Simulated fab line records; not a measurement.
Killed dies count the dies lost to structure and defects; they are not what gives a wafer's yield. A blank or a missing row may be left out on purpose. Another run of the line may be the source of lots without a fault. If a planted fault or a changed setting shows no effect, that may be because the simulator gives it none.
fab line records :: flow sky130
record:
  lots: 7
  wafers: 21
  lastDay: 50
route steps=708 shown LDD_HVP@286 LDD_LDN@289
lots untouched by any fault: they come from a run of this same line in which no faults occurred
startH: start of the lot's first displayed wafer, in hours after the record's first day :: waitH: hours from the lot's prior step to this one :: " the same as in the row above :: L1.1+2: a row that stands for several wafers :: - no value, or no start was given :: * or withheld: withheld :: < > ~ a bound
route shown NAME@n: a module of which the file shows steps, and the number in the route of the first :: usual: average and standard deviation across the fault-free wafers :: same: alike in all rows :: chamber/n: place in a boat :: sites: each site's reading :: _std_site: standard deviation across them :: _edge_site: mean of outer sites minus mean of inner sites :: radiusMm: how far each site lies from the wafer's centre :: mask NAME#n: copy n :: behind: the most recent tool/chamber to have shaped the wafer :: hold: why the lot was held/for how many hours/how that ended :: device: the n, p or np transistor that did not switch :: end of line: tests run on the same wafers once the route is complete :: a step with no rows: only its recipe :: killed: dies lost to structure and defects at the first sort, not the wafer's yield :: map: a wafer's dies, x killed, . not, _ none there
set.NAME: setting as actually run; set.NAME@STEP: the setting as run at that earlier step :: model.NAME: the simulator's own value behind a step, which no gauge read
lots at selected steps of the route; one table per step, one row per wafer
services: the hour from which a tool's chamber was out of use, counted from the record's first day as startH (under 0 if before that day), plus the number of hours and why
== steps ==
step: SKY_LDD_HVP_IMPLANT_08
recipe:
  species: B
  energyKev: 20
  doseCm2: 1.7e+13
  tiltDeg: 17.9
step: SKY_LDD_HVP_STRIP_09
recipe:
  chemistry: O2/N2
  powerW: 1400
  pressureMtorr: 1500
  platenTempC: withheld
  o2FlowSccm: 3000
  n2FlowSccm: 300
  overashFraction: 0.5
usual:
  drypumpMotorCurrentA: 5.5/0.4
  oesProductAu: 0.408/0.0048
  stripTimeToEndpointS: 4.138/0.014
lot.wafer: L986.3
tool: plasmaAsher-01
chamber: 0
startH: 552.03
waitH: 0.1
drypumpMotorCurrentA: 5.6
oesProductAu: 0.419
rfHoursCounterH: -
stripTimeToEndpointS: 4.169

lot.wafer: L986.4
tool: plasmaAsher-01
chamber: 1
startH: 552.03
waitH: 0.1
drypumpMotorCurrentA: 5.0
oesProductAu: 0.412
rfHoursCounterH: -
stripTimeToEndpointS: 4.151

lot.wafer: L986.5
tool: plasmaAsher-01
chamber: 0
startH: 552.03
waitH: 0.1
drypumpMotorCurrentA: 5.6
oesProductAu: 0.406
rfHoursCounterH: -
stripTimeToEndpointS: 4.137

lot.wafer: L987.2
tool: plasmaAsher-03
chamber: 0
startH: 553.03
waitH: 0.1
drypumpMotorCurrentA: 5.4
oesProductAu: 0.404
rfHoursCounterH: 83
stripTimeToEndpointS: 4.164

lot.wafer: L987.4
tool: plasmaAsher-03
chamber: 1
startH: 553.03
waitH: 0.1
drypumpMotorCurrentA: 5.4
oesProductAu: 0.406
rfHoursCounterH: -
stripTimeToEndpointS: 4.136

lot.wafer: L987.6
tool: plasmaAsher-03
chamber: 0
startH: 553.03
waitH: 0.1
drypumpMotorCurrentA: 5.4
oesProductAu: 0.419
rfHoursCounterH: -
stripTimeToEndpointS: 4.162

lot.wafer: L988.1
tool: plasmaAsher-01
chamber: 1
startH: 559.23
waitH: 0.1
drypumpMotorCurrentA: 5.0
oesProductAu: 0.404
rfHoursCounterH: 79
stripTimeToEndpointS: 4.135

lot.wafer: L988.3
tool: plasmaAsher-01
chamber: 1
startH: 559.23
waitH: 0.1
drypumpMotorCurrentA: 5.0
oesProductAu: 0.410
rfHoursCounterH: -
stripTimeToEndpointS: 4.145

lot.wafer: L988.4
tool: plasmaAsher-01
chamber: 0
startH: 559.23
waitH: 0.1
drypumpMotorCurrentA: 5.7
oesProductAu: 0.415
rfHoursCounterH: -
stripTimeToEndpointS: 4.130

lot.wafer: L992.3
tool: plasmaAsher-01
chamber: 0
startH: 596.27
waitH: 0.1
drypumpMotorCurrentA: 5.6
oesProductAu: 0.402
rfHoursCounterH: -
stripTimeToEndpointS: 4.132

lot.wafer: L992.5
tool: plasmaAsher-01
chamber: 1
startH: 596.27
waitH: 0.1
drypumpMotorCurrentA: 5.0
oesProductAu: 0.409
rfHoursCounterH: -
stripTimeToEndpointS: 4.144

lot.wafer: L992.6
tool: plasmaAsher-01
chamber: 0
startH: 596.27
waitH: 0.1
drypumpMotorCurrentA: 5.7
oesProductAu: 0.419
rfHoursCounterH: -
stripTimeToEndpointS: 4.154

lot.wafer: L994.2
tool: plasmaAsher-02
chamber: 0
startH: 605.18
waitH: 0.1
drypumpMotorCurrentA: 6.4
oesProductAu: 0.410
rfHoursCounterH: 43
stripTimeToEndpointS: 4.121

lot.wafer: L994.3
tool: plasmaAsher-02
chamber: 1
startH: 605.18
waitH: 0.1
drypumpMotorCurrentA: 6.0
oesProductAu: 0.404
rfHoursCounterH: -
stripTimeToEndpointS: 4.143

lot.wafer: L994.6
tool: plasmaAsher-02
chamber: 0
startH: 605.18
waitH: 0.1
drypumpMotorCurrentA: 6.4
oesProductAu: 0.419
rfHoursCounterH: -
stripTimeToEndpointS: 4.128

lot.wafer: L997.1
tool: plasmaAsher-03
chamber: 1
startH: 625.40
waitH: 0.1
drypumpMotorCurrentA: 5.4
oesProductAu: 0.408
rfHoursCounterH: 91
stripTimeToEndpointS: 4.121

lot.wafer: L997.2
tool: plasmaAsher-03
chamber: 0
startH: 625.40
waitH: 0.1
drypumpMotorCurrentA: 5.4
oesProductAu: 0.404
rfHoursCounterH: 91
stripTimeToEndpointS: 4.131

lot.wafer: L997.3
tool: plasmaAsher-03
chamber: 0
startH: 625.40
waitH: 0.1
drypumpMotorCurrentA: 5.4
oesProductAu: 0.401
rfHoursCounterH: -
stripTimeToEndpointS: 4.114

lot.wafer: L104.2
tool: plasmaAsher-03
chamber: 0
startH: 688.78
waitH: 0.1
drypumpMotorCurrentA: 5.4
oesProductAu: 0.407
rfHoursCounterH: 97
stripTimeToEndpointS: 4.156

lot.wafer: L104.3
tool: plasmaAsher-03
chamber: 0
startH: 688.78
waitH: 0.1
drypumpMotorCurrentA: 5.4
oesProductAu: 0.409
rfHoursCounterH: -
stripTimeToEndpointS: 4.129

lot.wafer: L104.6
tool: plasmaAsher-03
chamber: 1
startH: 688.78
waitH: 0.1
drypumpMotorCurrentA: 5.4
oesProductAu: 0.412
rfHoursCounterH: -
stripTimeToEndpointS: 4.132
step: SKY_LDD_HVP_TW_MEAS_10
usual:
  LDD_HVP_TW: 455.0/2.4
lot.wafer: L986.3
tool: filmMetro-04
chamber: -
startH: 552.12
waitH: 0.1
LDD_HVP_TW: 451.6

lot.wafer: L986.4
tool: filmMetro-04
chamber: -
startH: 552.12
waitH: 0.1
LDD_HVP_TW: 451.1

lot.wafer: L986.5
tool: filmMetro-04
chamber: -
startH: 552.12
waitH: 0.1
LDD_HVP_TW: 452.7

lot.wafer: L987.2
tool: filmMetro-03
chamber: -
startH: 553.14
waitH: 0.1
LDD_HVP_TW: 458.0

lot.wafer: L987.4
tool: filmMetro-03
chamber: -
startH: 553.14
waitH: 0.1
LDD_HVP_TW: 459.6

lot.wafer: L987.6
tool: filmMetro-03
chamber: -
startH: 553.14
waitH: 0.1
LDD_HVP_TW: 456.3

lot.wafer: L988.1
tool: filmMetro-04
chamber: -
startH: 559.33
waitH: 0.1
LDD_HVP_TW: 454.2

lot.wafer: L988.3
tool: filmMetro-04
chamber: -
startH: 559.33
waitH: 0.1
LDD_HVP_TW: 456.1

lot.wafer: L988.4
tool: filmMetro-04
chamber: -
startH: 559.33
waitH: 0.1
LDD_HVP_TW: 452.9

lot.wafer: L992.3
tool: filmMetro-03
chamber: -
startH: 596.35
waitH: 0.1
LDD_HVP_TW: 457.1

lot.wafer: L992.5
tool: filmMetro-03
chamber: -
startH: 596.35
waitH: 0.1
LDD_HVP_TW: 458.1

lot.wafer: L992.6
tool: filmMetro-03
chamber: -
startH: 596.35
waitH: 0.1
LDD_HVP_TW: 459.7

lot.wafer: L994.2
tool: filmMetro-04
chamber: -
startH: 605.29
waitH: 0.1
LDD_HVP_TW: 456.2

lot.wafer: L994.3
tool: filmMetro-04
chamber: -
startH: 605.29
waitH: 0.1
LDD_HVP_TW: 457.3

lot.wafer: L994.6
tool: filmMetro-04
chamber: -
startH: 605.29
waitH: 0.1
LDD_HVP_TW: 455.6

lot.wafer: L997.1
tool: filmMetro-04
chamber: -
startH: 625.50
waitH: 0.1
LDD_HVP_TW: 454.1

lot.wafer: L997.2
tool: filmMetro-04
chamber: -
startH: 625.50
waitH: 0.1
LDD_HVP_TW: 452.6

lot.wafer: L997.3
tool: filmMetro-04
chamber: -
startH: 625.50
waitH: 0.1
LDD_HVP_TW: 455.3

lot.wafer: L104.2
tool: filmMetro-04
chamber: -
startH: 688.89
waitH: 0.1
LDD_HVP_TW: 449.9

lot.wafer: L104.3
tool: filmMetro-04
chamber: -
startH: 688.89
waitH: 0.1
LDD_HVP_TW: 453.7

lot.wafer: L104.6
tool: filmMetro-04
chamber: -
startH: 688.89
waitH: 0.1
LDD_HVP_TW: 454.1
step: SKY_LDD_LDN_DEHYDRATE_00
recipe:
  tempC: 200
  timeS: 60
step: SKY_LDD_LDN_HMDS_01
recipe:
  primeTimeS: 60
  primeTempC: 120
step: SKY_LDD_LDN_COAT_02
recipe:
  resist: NOVOLAK
  spinRpm: 3000
  resistThkNm: 1140
step: SKY_LDD_LDN_SOFTBAKE_03
recipe:
  tempC: 90
  timeS: 60
  resist: NOVOLAK
step: SKY_LDD_LDN_EXPOSE_04
recipe:
  maskId: LDNTM
  na: 0.6
  sourceShape: conventional
  sigmaOuter: 0.6
  polarization: unpolarized
  targetCdNm: 700
  doseMj: 140
step: SKY_LDD_LDN_PEB_05
recipe:
  tempC: withheld
  timeS: *
  resist: NOVOLAK
step: SKY_LDD_LDN_DEVELOP_06
recipe:
  resist: NOVOLAK
  developer: TMAH
  developTimeS: 60
  devTempC: 23
step: SKY_LDD_LDN_OVL_MEAS_07
usual:
  LDD_LDN_OVL: -0.7/1.1
lot.wafer: L986.3
tool: overlay-02
chamber: -
startH: 581.93
waitH: 0.1
LDD_LDN_OVL[nm]: 1.8

lot.wafer: L986.4
tool: overlay-02
chamber: -
startH: 581.93
waitH: 0.1
LDD_LDN_OVL[nm]: 1.7

lot.wafer: L986.5
tool: overlay-02
chamber: -
startH: 581.93
waitH: 0.1
LDD_LDN_OVL[nm]: -0.5

lot.wafer: L987.2
tool: overlay-02
chamber: -
startH: 582.53
waitH: 0.1
LDD_LDN_OVL[nm]: 0.9

lot.wafer: L987.4
tool: overlay-02
chamber: -
startH: 582.53
waitH: 0.1
LDD_LDN_OVL[nm]: 0.9

lot.wafer: L987.6
tool: overlay-02
chamber: -
startH: 582.53
waitH: 0.1
LDD_LDN_OVL[nm]: -0.4

lot.wafer: L988.1
tool: overlay-02
chamber: -
startH: 588.39
waitH: 0.1
LDD_LDN_OVL[nm]: -1.2

lot.wafer: L988.3
tool: overlay-02
chamber: -
startH: 588.39
waitH: 0.1
LDD_LDN_OVL[nm]: -2.7

lot.wafer: L988.4
tool: overlay-02
chamber: -
startH: 588.39
waitH: 0.1
LDD_LDN_OVL[nm]: -2.3

lot.wafer: L992.3
tool: overlay-01
chamber: -
startH: 625.50
waitH: 0.1
LDD_LDN_OVL[nm]: 1.2

lot.wafer: L992.5
tool: overlay-01
chamber: -
startH: 625.50
waitH: 0.1
LDD_LDN_OVL[nm]: 0.1

lot.wafer: L992.6
tool: overlay-01
chamber: -
startH: 625.50
waitH: 0.1
LDD_LDN_OVL[nm]: -0.1

lot.wafer: L994.2
tool: overlay-02
chamber: -
startH: 633.43
waitH: 0.1
LDD_LDN_OVL[nm]: -2.9

lot.wafer: L994.3
tool: overlay-02
chamber: -
startH: 633.43
waitH: 0.1
LDD_LDN_OVL[nm]: -2.2

lot.wafer: L994.6
tool: overlay-02
chamber: -
startH: 633.43
waitH: 0.1
LDD_LDN_OVL[nm]: -3.1

lot.wafer: L997.1
tool: overlay-01
chamber: -
startH: 654.01
waitH: 0.1
LDD_LDN_OVL[nm]: -0.4

lot.wafer: L997.2
tool: overlay-01
chamber: -
startH: 654.01
waitH: 0.1
LDD_LDN_OVL[nm]: -1.1

lot.wafer: L997.3
tool: overlay-01
chamber: -
startH: 654.01
waitH: 0.1
LDD_LDN_OVL[nm]: 1.2

lot.wafer: L104.2
tool: overlay-01
chamber: -
startH: 715.95
waitH: 0.1
LDD_LDN_OVL[nm]: -0.9

lot.wafer: L104.3
tool: overlay-01
chamber: -
startH: 715.95
waitH: 0.1
LDD_LDN_OVL[nm]: -0.3

lot.wafer: L104.6
tool: overlay-01
chamber: -
startH: 715.95
waitH: 0.1
LDD_LDN_OVL[nm]: -0.5
step: SKY_LDD_LDN_IMPLANT_08
recipe:
  species: As
  energyKev: 15
  doseCm2: 1.25e+13
  tiltDeg: withheld
  rotationDeg: 23
step: SKY_LDD_LDN_IMPLANT_09
recipe:
  species: As
  energyKev: 15
  doseCm2: 1.25e+13
  tiltDeg: withheld
  rotationDeg: 113
usual:
  beamEnergyKeV: 15.001/0.0048
  beamOnS: 10.00/0.21
  endStationPressureTorr: 5.03e-06/2.5e-07
lot.wafer: L986.3
tool: implanter-03
chamber: -
startH: 582.16
waitH: 0.1
beamEnergyKeV: -
beamOnS: -
endStationPressureTorr: -

lot.wafer: L986.4
tool: implanter-03
chamber: -
startH: 582.16
waitH: 0.1
beamEnergyKeV: -
beamOnS: -
endStationPressureTorr: -

lot.wafer: L986.5
tool: implanter-03
chamber: -
startH: 582.16
waitH: 0.1
beamEnergyKeV: -
beamOnS: -
endStationPressureTorr: -

lot.wafer: L987.2
tool: implanter-02
chamber: -
startH: 582.73
waitH: 0.1
beamEnergyKeV: -
beamOnS: -
endStationPressureTorr: -

lot.wafer: L987.4
tool: implanter-02
chamber: -
startH: 582.73
waitH: 0.1
beamEnergyKeV: -
beamOnS: -
endStationPressureTorr: -

lot.wafer: L987.6
tool: implanter-02
chamber: -
startH: 582.73
waitH: 0.1
beamEnergyKeV: -
beamOnS: -
endStationPressureTorr: -

lot.wafer: L988.1
tool: implanter-03
chamber: -
startH: 588.58
waitH: 0.1
beamEnergyKeV: -
beamOnS: -
endStationPressureTorr: -

lot.wafer: L988.3
tool: implanter-03
chamber: -
startH: 588.58
waitH: 0.1
beamEnergyKeV: -
beamOnS: -
endStationPressureTorr: -

lot.wafer: L988.4
tool: implanter-03
chamber: -
startH: 588.58
waitH: 0.1
beamEnergyKeV: -
beamOnS: -
endStationPressureTorr: -

lot.wafer: L992.3
tool: implanter-01
chamber: 0
startH: 625.73
waitH: 0.1
beamEnergyKeV: 14.989
beamOnS: 10.01
endStationPressureTorr: 5.08e-06

lot.wafer: L992.5
tool: implanter-01
chamber: 0
startH: 625.73
waitH: 0.1
beamEnergyKeV: 14.999
beamOnS: 10.46
endStationPressureTorr: 5.17e-06

lot.wafer: L992.6
tool: implanter-01
chamber: 0
startH: 625.73
waitH: 0.1
beamEnergyKeV: 15.002
beamOnS: 9.57
endStationPressureTorr: 5.02e-06

lot.wafer: L994.2
tool: implanter-03
chamber: 0
startH: 633.63
waitH: 0.1
beamEnergyKeV: 15.000
beamOnS: 10.13
endStationPressureTorr: 4.61e-06

lot.wafer: L994.3
tool: implanter-03
chamber: 0
startH: 633.63
waitH: 0.1
beamEnergyKeV: 15.010
beamOnS: 10.37
endStationPressureTorr: 5.27e-06

lot.wafer: L994.6
tool: implanter-03
chamber: 0
startH: 633.63
waitH: 0.1
beamEnergyKeV: 15.000
beamOnS: 10.13
endStationPressureTorr: 4.85e-06

lot.wafer: L997.1
tool: implanter-01
chamber: 0
startH: 654.20
waitH: 0.1
beamEnergyKeV: 14.998
beamOnS: 9.66
endStationPressureTorr: 5.17e-06

lot.wafer: L997.2
tool: implanter-01
chamber: 0
startH: 654.20
waitH: 0.1
beamEnergyKeV: 15.003
beamOnS: 10.00
endStationPressureTorr: 4.98e-06

lot.wafer: L997.3
tool: implanter-01
chamber: 0
startH: 654.20
waitH: 0.1
beamEnergyKeV: 15.000
beamOnS: 9.93
endStationPressureTorr: 4.93e-06

lot.wafer: L104.2
tool: implanter-01
chamber: 0
startH: 716.15
waitH: 0.1
beamEnergyKeV: 14.992
beamOnS: 10.33
endStationPressureTorr: 5.34e-06

lot.wafer: L104.3
tool: implanter-01
chamber: 0
startH: 716.15
waitH: 0.1
beamEnergyKeV: 14.995
beamOnS: 10.16
endStationPressureTorr: 4.96e-06

lot.wafer: L104.6
tool: implanter-01
chamber: 0
startH: 716.15
waitH: 0.1
beamEnergyKeV: 14.993
beamOnS: 10.37
endStationPressureTorr: 5.05e-06
step: SKY_LDD_LDN_IMPLANT_10
recipe:
  species: As
  energyKev: 15
  doseCm2: 1.25e+13
  tiltDeg: withheld
  rotationDeg: 203
step: SKY_LDD_LDN_IMPLANT_11
recipe:
  species: As
  energyKev: 15
  doseCm2: 1.25e+13
  tiltDeg: withheld
  rotationDeg: 293
step: SKY_LDD_LDN_STRIP_12
recipe:
  chemistry: O2/N2
  powerW: 1400
  pressureMtorr: 1500
  platenTempC: withheld
  o2FlowSccm: 3000
  n2FlowSccm: 300
  overashFraction: 0.5
usual:
  drypumpMotorCurrentA: 5.5/0.58
  oesProductAu: 0.715/0.0046
  stripTimeToEndpointS: 14.18/0.037
lot.wafer: L986.3
tool: plasmaAsher-01
chamber: 1
startH: 582.59
waitH: 0.1
drypumpMotorCurrentA: 5.0
oesProductAu: 0.712
rfHoursCounterH: -
stripTimeToEndpointS: 14.15

lot.wafer: L986.4
tool: plasmaAsher-01
chamber: 0
startH: 582.59
waitH: 0.1
drypumpMotorCurrentA: 5.7
oesProductAu: 0.719
rfHoursCounterH: -
stripTimeToEndpointS: 14.20

lot.wafer: L986.5
tool: plasmaAsher-01
chamber: 0
startH: 582.59
waitH: 0.1
drypumpMotorCurrentA: 5.7
oesProductAu: 0.716
rfHoursCounterH: -
stripTimeToEndpointS: 14.19

lot.wafer: L987.2
tool: plasmaAsher-04
chamber: 1
startH: 583.16
waitH: 0.1
drypumpMotorCurrentA: 5.8
oesProductAu: 0.709
rfHoursCounterH: 15
stripTimeToEndpointS: 14.18

lot.wafer: L987.4
tool: plasmaAsher-04
chamber: 1
startH: 583.16
waitH: 0.1
drypumpMotorCurrentA: 5.8
oesProductAu: 0.720
rfHoursCounterH: -
stripTimeToEndpointS: 14.19

lot.wafer: L987.6
tool: plasmaAsher-04
chamber: 0
startH: 583.16
waitH: 0.1
drypumpMotorCurrentA: 4.7
oesProductAu: 0.714
rfHoursCounterH: -
stripTimeToEndpointS: 14.20

lot.wafer: L988.1
tool: plasmaAsher-04
chamber: 1
startH: 589.03
waitH: 0.1
drypumpMotorCurrentA: 5.8
oesProductAu: 0.716
rfHoursCounterH: 16
stripTimeToEndpointS: 14.10

lot.wafer: L988.3
tool: plasmaAsher-04
chamber: 1
startH: 589.03
waitH: 0.1
drypumpMotorCurrentA: 5.8
oesProductAu: 0.716
rfHoursCounterH: -
stripTimeToEndpointS: 14.07

lot.wafer: L988.4
tool: plasmaAsher-04
chamber: 0
startH: 589.03
waitH: 0.1
drypumpMotorCurrentA: 4.7
oesProductAu: 0.714
rfHoursCounterH: -
stripTimeToEndpointS: 14.11

lot.wafer: L992.3
tool: plasmaAsher-04
chamber: 0
startH: 626.16
waitH: 0.1
drypumpMotorCurrentA: 4.7
oesProductAu: 0.715
rfHoursCounterH: -
stripTimeToEndpointS: 14.21

lot.wafer: L992.5
tool: plasmaAsher-04
chamber: 1
startH: 626.16
waitH: 0.1
drypumpMotorCurrentA: 5.8
oesProductAu: 0.711
rfHoursCounterH: -
stripTimeToEndpointS: 14.24

lot.wafer: L992.6
tool: plasmaAsher-04
chamber: 0
startH: 626.16
waitH: 0.1
drypumpMotorCurrentA: 4.7
oesProductAu: 0.712
rfHoursCounterH: -
stripTimeToEndpointS: 14.23

lot.wafer: L994.2
tool: plasmaAsher-04
chamber: 0
startH: 634.06
waitH: 0.1
drypumpMotorCurrentA: 4.7
oesProductAu: 0.714
rfHoursCounterH: 20
stripTimeToEndpointS: 14.15

lot.wafer: L994.3
tool: plasmaAsher-04
chamber: 1
startH: 634.06
waitH: 0.1
drypumpMotorCurrentA: 5.8
oesProductAu: 0.723
rfHoursCounterH: -
stripTimeToEndpointS: 14.15

lot.wafer: L994.6
tool: plasmaAsher-04
chamber: 1
startH: 634.06
waitH: 0.1
drypumpMotorCurrentA: 5.8
oesProductAu: 0.714
rfHoursCounterH: -
stripTimeToEndpointS: 14.18

lot.wafer: L997.1
tool: plasmaAsher-01
chamber: 1
startH: 654.65
waitH: 0.1
drypumpMotorCurrentA: 5.0
oesProductAu: 0.723
rfHoursCounterH: 88
stripTimeToEndpointS: 14.16

lot.wafer: L997.2
tool: plasmaAsher-01
chamber: 0
startH: 654.65
waitH: 0.1
drypumpMotorCurrentA: 5.7
oesProductAu: 0.716
rfHoursCounterH: 88
stripTimeToEndpointS: 14.19

lot.wafer: L997.3
tool: plasmaAsher-01
chamber: 1
startH: 654.65
waitH: 0.1
drypumpMotorCurrentA: 5.0
oesProductAu: 0.712
rfHoursCounterH: -
stripTimeToEndpointS: 14.18

lot.wafer: L104.2
tool: plasmaAsher-02
chamber: 0
startH: 716.58
waitH: 0.1
drypumpMotorCurrentA: 6.4
oesProductAu: 0.705
rfHoursCounterH: 54
stripTimeToEndpointS: 14.20

lot.wafer: L104.3
tool: plasmaAsher-02
chamber: 1
startH: 716.58
waitH: 0.1
drypumpMotorCurrentA: 6.0
oesProductAu: 0.718
rfHoursCounterH: -
stripTimeToEndpointS: 14.21

lot.wafer: L104.6
tool: plasmaAsher-02
chamber: 0
startH: 716.58
waitH: 0.1
drypumpMotorCurrentA: 6.4
oesProductAu: 0.716
rfHoursCounterH: -
stripTimeToEndpointS: 14.23
step: SKY_LDD_LDN_TW_MEAS_13
usual:
  LDD_LDN_TW: 1480/14
lot.wafer: L986.3
tool: filmMetro-04
chamber: -
startH: 582.68
waitH: 0.1
hold: awaitDispo/0.2h/release
LDD_LDN_TW: 1346

lot.wafer: L986.4
tool: filmMetro-04
chamber: -
startH: 582.68
waitH: 0.1
hold: awaitDispo/0.2h/release
LDD_LDN_TW: 1348

lot.wafer: L986.5
tool: filmMetro-04
chamber: -
startH: 582.68
waitH: 0.1
hold: awaitDispo/0.2h/release
LDD_LDN_TW: 1357

lot.wafer: L986.3
tool: filmMetro-04
chamber: -
startH: 582.90
waitH: 0.2
hold: -
LDD_LDN_TW: 1346

lot.wafer: L986.4
tool: filmMetro-04
chamber: -
startH: 582.90
waitH: 0.2
hold: -
LDD_LDN_TW: 1355

lot.wafer: L986.5
tool: filmMetro-04
chamber: -
startH: 582.90
waitH: 0.2
hold: -
LDD_LDN_TW: 1354

lot.wafer: L987.2
tool: filmMetro-01
chamber: -
startH: 583.27
waitH: 0.1
hold: awaitDispo/0.2h/release
LDD_LDN_TW: 1387

lot.wafer: L987.4
tool: filmMetro-01
chamber: -
startH: 583.27
waitH: 0.1
hold: awaitDispo/0.2h/release
LDD_LDN_TW: 1388

lot.wafer: L987.6
tool: filmMetro-01
chamber: -
startH: 583.27
waitH: 0.1
hold: awaitDispo/0.2h/release
LDD_LDN_TW: 1377

lot.wafer: L987.2
tool: filmMetro-01
chamber: -
startH: 583.49
waitH: 0.2
hold: -
LDD_LDN_TW: 1389

lot.wafer: L987.4
tool: filmMetro-01
chamber: -
startH: 583.49
waitH: 0.2
hold: -
LDD_LDN_TW: 1386

lot.wafer: L987.6
tool: filmMetro-01
chamber: -
startH: 583.49
waitH: 0.2
hold: -
LDD_LDN_TW: 1380

lot.wafer: L988.1
tool: filmMetro-03
chamber: -
startH: 589.13
waitH: 0.1
hold: awaitDispo/0.2h/release
LDD_LDN_TW: 1363

lot.wafer: L988.3
tool: filmMetro-03
chamber: -
startH: 589.13
waitH: 0.1
hold: awaitDispo/0.2h/release
LDD_LDN_TW: 1367

lot.wafer: L988.4
tool: filmMetro-03
chamber: -
startH: 589.13
waitH: 0.1
hold: awaitDispo/0.2h/release
LDD_LDN_TW: 1362

lot.wafer: L988.1
tool: filmMetro-03
chamber: -
startH: 589.35
waitH: 0.2
hold: -
LDD_LDN_TW: 1363

lot.wafer: L988.3
tool: filmMetro-03
chamber: -
startH: 589.35
waitH: 0.2
hold: -
LDD_LDN_TW: 1356

lot.wafer: L988.4
tool: filmMetro-03
chamber: -
startH: 589.35
waitH: 0.2
hold: -
LDD_LDN_TW: 1362

lot.wafer: L992.3
tool: filmMetro-03
chamber: -
startH: 626.25
waitH: 0.1
hold: -
LDD_LDN_TW: 1475

lot.wafer: L992.5
tool: filmMetro-03
chamber: -
startH: 626.25
waitH: 0.1
hold: -
LDD_LDN_TW: 1470

lot.wafer: L992.6
tool: filmMetro-03
chamber: -
startH: 626.25
waitH: 0.1
hold: -
LDD_LDN_TW: 1462

lot.wafer: L994.2
tool: filmMetro-04
chamber: -
startH: 634.17
waitH: 0.1
hold: -
LDD_LDN_TW: 1463

lot.wafer: L994.3
tool: filmMetro-04
chamber: -
startH: 634.17
waitH: 0.1
hold: -
LDD_LDN_TW: 1473

lot.wafer: L994.6
tool: filmMetro-04
chamber: -
startH: 634.17
waitH: 0.1
hold: -
LDD_LDN_TW: 1471

lot.wafer: L997.1
tool: filmMetro-04
chamber: -
startH: 654.75
waitH: 0.1
hold: -
LDD_LDN_TW: 1484

lot.wafer: L997.2
tool: filmMetro-04
chamber: -
startH: 654.75
waitH: 0.1
hold: -
LDD_LDN_TW: 1482

lot.wafer: L997.3
tool: filmMetro-04
chamber: -
startH: 654.75
waitH: 0.1
hold: -
LDD_LDN_TW: 1479

lot.wafer: L104.2
tool: filmMetro-04
chamber: -
startH: 716.69
waitH: 0.1
hold: -
LDD_LDN_TW: 1472

lot.wafer: L104.3
tool: filmMetro-04
chamber: -
startH: 716.69
waitH: 0.1
hold: -
LDD_LDN_TW: 1468

lot.wafer: L104.6
tool: filmMetro-04
chamber: -
startH: 716.69
waitH: 0.1
hold: -
LDD_LDN_TW: 1464
== services ==
tool: plasmaAsher-02
chamber: -
startH: 531.96
hours: 2.9
kind: repair

tool: plasmaAsher-03
chamber: -
startH: 533.84
hours: 0.4
kind: repair

tool: plasmaAsher-02
chamber: -
startH: 559.04
hours: 0.4
kind: repair

tool: implanter-01
chamber: -
startH: 587.05
hours: 3.8
kind: repair

tool: implanter-02
chamber: -
startH: 587.19
hours: 4.0
kind: repair

tool: plasmaAsher-01
chamber: -
startH: 591.89
hours: 2.8
kind: pm

tool: implanter-03
chamber: -
startH: 645.41
hours: 5.5
kind: repair

tool: implanter-02
chamber: -
startH: 646.93
hours: 3.2
kind: pm

tool: implanter-01
chamber: -
startH: 671.43
hours: 2.2
kind: repair

tool: plasmaAsher-02
chamber: -
startH: 673.16
hours: 2.3
kind: repair

tool: implanter-01
chamber: -
startH: 673.92
hours: 6.9
kind: repair

tool: implanter-03
chamber: -
startH: 678.60
hours: 6.2
kind: repair

tool: plasmaAsher-02
chamber: -
startH: 687.32
hours: 2.1
kind: repair

tool: implanter-01
chamber: -
startH: 701.66
hours: 5.2
kind: pm
== key ==
firstSign:
  step: SKY_LDD_LDN_IMPLANT_09
  reading: toolRecord
  direction: missing
effect:
  step: SKY_LDD_LDN_TW_MEAS_13
  reading: visit
  direction: added
effect:
  step: SKY_LDD_LDN_TW_MEAS_13
  reading: LDD_LDN_TW
  direction: down
  sigmas: 8
  usual: 1480
  struck: 1366
metAt SKY_LDD_LDN_IMPLANT_09
struckWafers L986.3,L986.4,L986.5,L987.2,L987.4,L987.6,L988.1,L988.3,L988.4
laterRowsLeftOut L986.3,L986.4,L986.5,L987.2,L987.4,L987.6,L988.1,L988.3,L988.4
sortLeftOut L986.3,L986.4,L986.5,L987.2,L987.4,L987.6,L988.1,L988.3,L988.4
testerLeftOut L986,L987,L988
fault:
  kind: skippedStepWhole
  tool: implanter-02,implanter-03
  chamber: -
  onsetH: 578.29
  steps: SKY_LDD_LDN_IMPLANT_09
  scope: struckLotsOnly
testerLeftOut: of these lots the tester's yield and bins aren't shown, on N5 and GAA mostly nor the transistor test; their killed dies are dies lost to structure and defects alone, not to doping, threshold or leakage, so they don't give the yield
sortLeftOut: the simulated sort isn't trusted on such a fault, so these wafers' sort isn't shown, and their yield isn't known
laterRowsLeftOut: the simulator's readings of these wafers behind a module that went badly wrong aren't trusted and aren't shown, but for the sort
